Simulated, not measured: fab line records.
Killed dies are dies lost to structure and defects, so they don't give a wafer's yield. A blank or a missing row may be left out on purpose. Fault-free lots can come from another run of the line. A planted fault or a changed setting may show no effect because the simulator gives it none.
The tool behind it: which one?	flow sfq-line	45 wafers from 15 lots sampled at 7 of the route's 325 steps

## WHAT THE GAUGES READ, wafer by wafer
SFQ_L0_RS_MEAS_901: uses a four-point probe to measure. Usual: L0_MONX_KI_RS gives 43.3 ohm/sq (standard deviation 0.46).
lot	measured	on	L0_MONX_KI_RS (ohm/sq)	flag
L363	day 1 12:34	film-metro-02	44.0 43.3 43.9	
L364	day 1 17:34	film-metro-02	43.5 43.5 43.5	
L365	day 1 22:36	film-metro-03	43.1 43.3 43.8	
L367	day 2 08:34	film-metro-02	44.1 43.5 43.7	
L368	day 2 13:35	film-metro-03	37.4 37.9 37.5	OFF
L369	day 2 18:34	film-metro-04	43.0 43.4 43.0	
L370	day 2 23:34	film-metro-04	43.0 43.5 42.9	
L371	day 3 04:34	film-metro-02	37.8 38.0 38.0	OFF
L372	day 3 09:36	film-metro-02	42.9 42.9 43.1	
L373	day 3 14:34	film-metro-04	38.0 38.3 38.2	OFF
L378	day 4 15:34	film-metro-03	43.7 43.6 44.3	
L379	day 4 20:35	film-metro-03	43.6 44.0 43.7	
L383	day 5 16:34	film-metro-03	41.9 42.4 42.2	
L385	day 6 02:34	film-metro-03	43.4 43.2 43.7	
L386	day 6 07:34	film-metro-04	44.0 43.6 43.9	

SFQ_L0_THK_MEAS_902: measures by xrf. Usual: L0_MONX_KI_THK gives 40.4 nm (standard deviation 0.48).
lot	measured	on	L0_MONX_KI_THK (nm)	flag
L363	day 1 12:41	film-metro-02	39.8 40.4 39.8	
L364	day 1 17:41	film-metro-02	40.1 40.0 40.2	
L365	day 1 22:42	film-metro-03	40.4 40.3 39.8	
L367	day 2 08:41	film-metro-02	39.2 40.0 39.8	
L368	day 2 13:41	film-metro-03	46.9 46.1 46.5	OFF
L369	day 2 18:41	film-metro-04	40.8 40.7 40.8	
L370	day 2 23:41	film-metro-04	40.9 40.3 40.8	
L371	day 3 04:41	film-metro-02	46.2 45.8 46.1	OFF
L372	day 3 09:42	film-metro-02	41.1 40.7 40.4	
L373	day 3 14:41	film-metro-04	45.9 45.6 45.9	OFF
L378	day 4 15:41	film-metro-03	39.7 40.1 39.3	
L379	day 4 20:41	film-metro-03	40.4 39.5 39.9	
L383	day 5 16:41	film-metro-03	41.8 41.2 41.1	
L385	day 6 02:41	film-metro-03	40.3 40.5 39.8	
L386	day 6 07:41	film-metro-04	40.0 40.4 40.1	

SFQ_M3_OVL_MEAS_921. Usual: M3_OVL gives 1 nm (standard deviation 6).
lot	measured	on	M3_OVL (nm)	flag
L363	day 36 13:59	overlay-01	-1 4 5	
L364	day 39 04:36	overlay-02	2 4 4	
L365	day 39 07:01	overlay-01	-2 0 -4	
L367	day 39 19:31	overlay-02	-11 -17 -15	
L368	day 46 00:32	overlay-02	11 12 10	
L369	day 46 05:20	overlay-02	4 3 -4	
L370	day 46 17:20	overlay-02	2 -1 3	
L371	day 47 05:20	overlay-02	7 6 10	
L372	day 47 06:32	overlay-01	9 7 7	
L373	day 47 10:08	overlay-01	3 3 2	
L378	day 48 09:31	overlay-02	-6 7 9	
L379	day 48 14:19	overlay-02	-9 -2 -7	
L383	day 53 03:02	overlay-02	3 4 3	
L385	day 53 10:14	overlay-02	-5 -3 -5	
L386	day 53 15:02	overlay-02	5 4 8	

## WHICH TOOL RAN EACH LOT (tool, then ch and the chambers of the sampled wafers, then the start)
lot	SFQ_TRILAYER_L0_DEP_SPUTTER_003	SFQ_TRILAYER_L0_ETCH_METAL_ETCH_008	SFQ_TRILAYER_M0_BARC_OPEN_METAL_ETCH_031	SFQ_TRILAYER_I2_VIA_STRIP_STRIP_071
L363	pvd-sputter-05, day 1 12:29	rie-metal-01 ch 0,1, day 4 09:34	rie-metal-01 ch 0,1, day 12 00:07	rie-metal-03 ch 0,1, day 36 10:38
L364	pvd-sputter-03, day 1 17:29	rie-metal-01 ch 0,1, day 4 17:58	rie-metal-04 ch 0,1, day 12 09:50	rie-metal-02 ch 0,1, day 39 01:16
L365	pvd-sputter-03, day 1 22:29	rie-metal-01 ch 0,1, day 4 23:59	rie-metal-02 ch 0,1, day 12 20:28	rie-metal-01 ch 0,1, day 39 03:52
L367	pvd-sputter-03, day 2 08:29	rie-metal-01 ch 0,1, day 5 11:28	rie-metal-04 ch 0,1, day 13 20:13	rie-metal-03 ch 0,1, day 39 10:52
L368	pvd-sputter-03, day 2 13:29	rie-metal-04 ch 1, day 5 16:16	rie-metal-04 ch 0,1, day 14 02:13	rie-metal-03 ch 0,1, day 39 20:28
L369	pvd-sputter-04, day 2 18:29	rie-metal-04 ch 1, day 5 22:16	rie-metal-01 ch 0,1, day 14 10:37	rie-metal-01 ch 0,1, day 40 00:04
L370	pvd-sputter-05, day 2 23:29	rie-metal-03 ch 0,1, day 6 01:52	rie-metal-04 ch 0,1, day 14 20:08	rie-metal-02 ch 0,1, day 40 12:30
L371	pvd-sputter-03, day 3 04:29	rie-metal-01 ch 0,1, day 6 08:55	rie-metal-02 ch 0, day 15 04:32	rie-metal-03 ch 0, day 40 23:31
L372	pvd-sputter-04, day 3 09:29	rie-metal-03 ch 0,1, day 6 13:44	rie-metal-04 ch 0,1, day 15 14:09	rie-metal-02 ch 0,1, day 41 00:42
L373	pvd-sputter-03, day 3 14:29	rie-metal-04 ch 0,1, day 6 19:43	rie-metal-02 ch 0,1, day 15 19:38	rie-metal-01 ch 0,1, day 41 05:18
L378	pvd-sputter-05, day 4 15:29	rie-metal-01 ch 0,1, day 7 20:43	rie-metal-02 ch 0, day 17 11:23	rie-metal-02 ch 0,1, day 43 00:37
L379	pvd-sputter-04, day 4 20:29	rie-metal-04 ch 0,1, day 8 01:31	rie-metal-01 ch 0,1, day 17 17:32	rie-metal-02 ch 1, day 43 06:49
L383	pvd-sputter-04, day 5 16:29	rie-metal-03 ch 0,1, day 9 09:50	rie-metal-02 ch 0,1, day 19 07:33	rie-metal-03 ch 0,1, day 49 22:30
L385	pvd-sputter-03, day 6 02:29	rie-metal-01 ch 0,1, day 10 03:44	rie-metal-01 ch 0,1, day 20 14:44	rie-metal-01 ch 0,1, day 50 08:06
L386	pvd-sputter-05, day 6 07:29	rie-metal-04 ch 0,1, day 10 10:56	rie-metal-02 ch 0,1, day 20 21:56	rie-metal-03 ch 0,1, day 50 12:54
- SFQ_TRILAYER_L0_DEP_SPUTTER_003: material MoNx KI, target thk 40 nm, time 100 s.
- SFQ_TRILAYER_L0_ETCH_METAL_ETCH_008: etches MoNx KI in SF6/O2, stops on SiO2, target depth 50 nm, time 25 s.
- SFQ_TRILAYER_M0_BARC_OPEN_METAL_ETCH_031: etches BARC in O2, target depth 125 nm, time 41.7 s.
- SFQ_TRILAYER_I2_VIA_STRIP_STRIP_071: strips in O2.

## AS READ BY THE TOOLS THEMSELVES (means over the sampled wafers that have a number; for cases with no such wafer, the mark the record gives instead)
SFQ_TRILAYER_L0_DEP_SPUTTER_003. Usual: cathode-dc-power-W 799.99 W, standard deviation 0.15; throttle-valve-pct 29.5 %, standard deviation 0.86.
lot	tool	cathode-dc-power-W (W)	throttle-valve-pct (%)	flag
L363	pvd-sputter-05	799.94	29.7	
L364	pvd-sputter-03	800.06	29.7	
L365	pvd-sputter-03	799.93	29.7	
L367	pvd-sputter-03	799.87	29.4	
L368	pvd-sputter-03	906.63	29.6	OFF
L369	pvd-sputter-04	799.88	29.4	
L370	pvd-sputter-05	800.03	29.8	
L371	pvd-sputter-03	906.79	29.2	OFF
L372	pvd-sputter-04	800.09	28.9	
L373	pvd-sputter-03	906.70	29.6	OFF
L378	pvd-sputter-05	799.93	29.7	
L379	pvd-sputter-04	799.89	28.2	
L383	pvd-sputter-04	799.96	30.3	
L385	pvd-sputter-03	799.97	30.0	
L386	pvd-sputter-05	799.88	30.1	

SFQ_TRILAYER_L0_ETCH_METAL_ETCH_008. Usual: drypump-motor-current-A 5.90 A, standard deviation 0.29; oes-product-au 0.875 a.u., standard deviation 0.0073.
lot	tool	drypump-motor-current-A (A)	oes-product-au (a.u.)	flag
L363	rie-metal-01	5.59	0.870	
L364	rie-metal-01	5.60	0.875	
L365	rie-metal-01	5.60	0.874	
L367	rie-metal-01	5.59	0.871	
L368	rie-metal-04	5.93	0.952	OFF
L369	rie-metal-04	5.94	0.879	
L370	rie-metal-03	6.17	0.876	
L371	rie-metal-01	5.60	0.945	OFF
L372	rie-metal-03	6.33	0.879	
L373	rie-metal-04	5.81	0.942	OFF
L378	rie-metal-01	5.60	0.873	
L379	rie-metal-04	5.84	0.866	
L383	rie-metal-03	6.18	0.885	
L385	rie-metal-01	5.60	0.872	
L386	rie-metal-04	5.85	0.867	

SFQ_TRILAYER_M0_BARC_OPEN_METAL_ETCH_031. Usual: drypump-motor-current-A 5.68 A, standard deviation 0.17; oes-product-au 0.685 a.u., standard deviation 0.0047.
lot	tool	drypump-motor-current-A (A)	oes-product-au (a.u.)	flag
L363	rie-metal-01	5.59	0.687	
L364	rie-metal-04	5.83	0.683	
L365	rie-metal-02	5.52	0.686	
L367	rie-metal-04	5.84	0.690	
L368	rie-metal-04	5.83	0.681	
L369	rie-metal-01	5.59	0.684	
L370	rie-metal-04	5.84	0.690	
L371	rie-metal-02	5.74	0.685	
L372	rie-metal-04	5.82	0.680	
L373	rie-metal-02	5.50	0.680	
L378	rie-metal-02	5.71	0.681	
L379	rie-metal-01	5.60	0.684	
L383	rie-metal-02	5.60	0.684	
L385	rie-metal-01	5.59	0.683	
L386	rie-metal-02	5.50	0.688	

SFQ_TRILAYER_I2_VIA_STRIP_STRIP_071. Usual: drypump-motor-current-A 5.8 A, standard deviation 0.35; oes-product-au 0.997 a.u., standard deviation 0.009; platen-temp-c 40.01 C, standard deviation 0.099.
lot	tool	drypump-motor-current-A (A)	oes-product-au (a.u.)	platen-temp-c (C)	flag
L363	rie-metal-03	6.3	0.981	39.99	
L364	rie-metal-02	5.5	0.998	39.99	
L365	rie-metal-01	5.6	0.997	40.01	
L367	rie-metal-03	6.3	0.984	40.05	
L368	rie-metal-03	6.1	0.989	40.03	
L369	rie-metal-01	5.6	0.993	40.18	
L370	rie-metal-02	5.5	0.994	39.99	
L371	rie-metal-03	6.4	0.993	39.89	
L372	rie-metal-02	5.6	0.996	40.00	
L373	rie-metal-01	5.6	1.005	39.95	
L378	rie-metal-02	5.5	1.004	40.04	
L379	rie-metal-02	5.4	1.000	40.03	
L383	rie-metal-03	6.3	0.998	40.08	
L385	rie-metal-01	5.6	0.998	40.02	
L386	rie-metal-03	6.3	0.994	40.01	

## THE ANSWER, worked out from the rows above alone
Rule: a lot is off if the mean of its wafers that have a number lies more than 3 standard deviations from the usual mean. A lot without any number at a reading at which 4 lots or more have one is off too. All remaining lots with rows at the step are treated as sound. After the gauges, taken in route order, come the tools' own readings; for these a lot's mean is taken, as printed above. At the first step where some lot is off, the reading lying furthest off is the one used; lots without a number count as furthest.
Off: at SFQ_L0_RS_MEAS_901 (L0_MONX_KI_RS), L368, L371, L373.
A tool fits if, at a process step before that reading, it ran every lot that is off, and no sound lot after the first of them. The gauges at SFQ_L0_RS_MEAS_901 aren't tried: what is off there is off at SFQ_TRILAYER_L0_DEP_SPUTTER_003 too, on other tools, and a gauge's error can't cause that. Of those tried, none fits.

## WHAT THE SIMULATOR HAD INSERTED
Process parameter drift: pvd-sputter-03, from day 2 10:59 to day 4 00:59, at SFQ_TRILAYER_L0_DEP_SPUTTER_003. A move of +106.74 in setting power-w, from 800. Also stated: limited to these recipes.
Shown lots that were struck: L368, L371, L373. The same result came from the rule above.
